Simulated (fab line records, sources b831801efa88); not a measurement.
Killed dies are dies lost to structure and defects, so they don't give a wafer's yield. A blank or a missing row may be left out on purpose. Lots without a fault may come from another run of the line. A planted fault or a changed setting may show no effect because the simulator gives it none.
Split-lot experiment | flow sky130 | 5 lots, 23 wafers read, on a route of 708 steps

THE SPLIT
At SKY_METAL1_SPUTTER_02 (material AlCu, target thk 250 nm, time 13.3 s), the setting chamber_pressure_pa was moved away from the recipe's 0.4 Pa on 20 of the 23 wafers read, by -11.7% to +9.9%. The other wafers ran this setting at the recipe's value.

FROM THE SPLIT TO THE READING: what the file shows between them, 3 steps
- SKY_METAL1_SPUTTER_03: material Ti, target thk 5 nm, time 3.3 s
- SKY_METAL1_SPUTTER_04: material TiN, target thk 70 nm, time 58.3 s
- SKY_METAL1_RS_MEAS_05: measures by four-point-probe

THE READING
METAL1_ALCU_THK, in nm, at SKY_METAL1_THK_MEAS_06 (measures by xrf). Fault-free wafers of this fab line usually give 245 nm, standard deviation 3 nm.

wafer  | tool, chamber at the split | chamber_pressure_pa as run, Pa | against the recipe | METAL1_ALCU_THK, nm | against lot-mates on the recipe
L079.1 | pvd_sputter-03, -          | 0.3683                         | -7.9%              | 248                 | no lot-mate on the recipe
L079.2 | pvd_sputter-03, -          | 0.3683                         | -7.9%              | 247                 | no lot-mate on the recipe
L079.3 | pvd_sputter-03, -          | 0.3683                         | -7.9%              | 249                 | no lot-mate on the recipe
L079.4 | pvd_sputter-03, -          | 0.3683                         | -7.9%              | 250                 | no lot-mate on the recipe
L079.6 | pvd_sputter-03, -          | 0.3683                         | -7.9%              | 249                 | no lot-mate on the recipe
L077.1 | pvd_sputter-03, -          | 0.3604                         | -9.9%              | 250                 | no lot-mate on the recipe
L077.2 | pvd_sputter-03, -          | 0.3604                         | -9.9%              | 250                 | no lot-mate on the recipe
L077.3 | pvd_sputter-03, -          | 0.3604                         | -9.9%              | 252                 | no lot-mate on the recipe
L077.5 | pvd_sputter-03, -          | 0.3604                         | -9.9%              | 250                 | no lot-mate on the recipe
L077.6 | pvd_sputter-03, -          | 0.3604                         | -9.9%              | 253                 | no lot-mate on the recipe
L080.1 | pvd_sputter-04, -          | 0.4398                         | +9.9%              | 239                 | no lot-mate on the recipe
L080.2 | pvd_sputter-04, -          | 0.4398                         | +9.9%              | 239                 | no lot-mate on the recipe
L080.4 | pvd_sputter-04, -          | 0.4398                         | +9.9%              | 240                 | no lot-mate on the recipe
L080.5 | pvd_sputter-04, -          | 0.4398                         | +9.9%              | 238                 | no lot-mate on the recipe
L080.6 | pvd_sputter-04, -          | 0.4398                         | +9.9%              | 239                 | no lot-mate on the recipe
L084.1 | pvd_sputter-03, -          | 0.3532                         | -11.7%             | 253                 | no lot-mate on the recipe
L084.3 | pvd_sputter-03, -          | 0.3532                         | -11.7%             | 252                 | no lot-mate on the recipe
L084.4 | pvd_sputter-03, -          | 0.3532                         | -11.7%             | 249                 | no lot-mate on the recipe
L084.5 | pvd_sputter-03, -          | 0.3532                         | -11.7%             | 248                 | no lot-mate on the recipe
L084.6 | pvd_sputter-03, -          | 0.3532                         | -11.7%             | 251                 | no lot-mate on the recipe
L085.3 | pvd_sputter-04, -          | 0.4                            | recipe             | 247                 | -
L085.4 | pvd_sputter-04, -          | 0.4                            | recipe             | 244                 | -
L085.5 | pvd_sputter-04, -          | 0.4                            | recipe             | 245                 | -

THE FIT
A straight line over all 23 wafers: METAL1_ALCU_THK changes by -0.552 nm for each +1% of chamber_pressure_pa; r = -0.96; the points scatter about the line by 1.5 nm.
Too few moved wafers have a lot-mate on the recipe to fit a line with each lot's own level taken away.

THE WHOLE CHAIN: every reading that the file lists as answering this split, in the file's order
step                   | what it does                                  | reading                                                                           | change (the file's fit)               | r (the file's)
SKY_METAL1_SPUTTER_02  | material AlCu, target thk 250 nm, time 13.3 s | AlCu_of_METAL1_SPUTTER_02.thk_nm (the simulator's own value, which no gauge read) | -0.537 nm for each +1% of the setting | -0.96
SKY_METAL1_RS_MEAS_05  | measures by four-point-probe                  | METAL1_ALCU_RS                                                                    | +0.000372 for each +1% of the setting | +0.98
SKY_METAL1_THK_MEAS_06 | measures by xrf                               | METAL1_ALCU_THK                                                                   | -0.556 for each +1% of the setting    | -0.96

THE FILE'S OWN FIT
METAL1_ALCU_THK changes by -0.556 nm for each +1% of chamber_pressure_pa, r = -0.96.
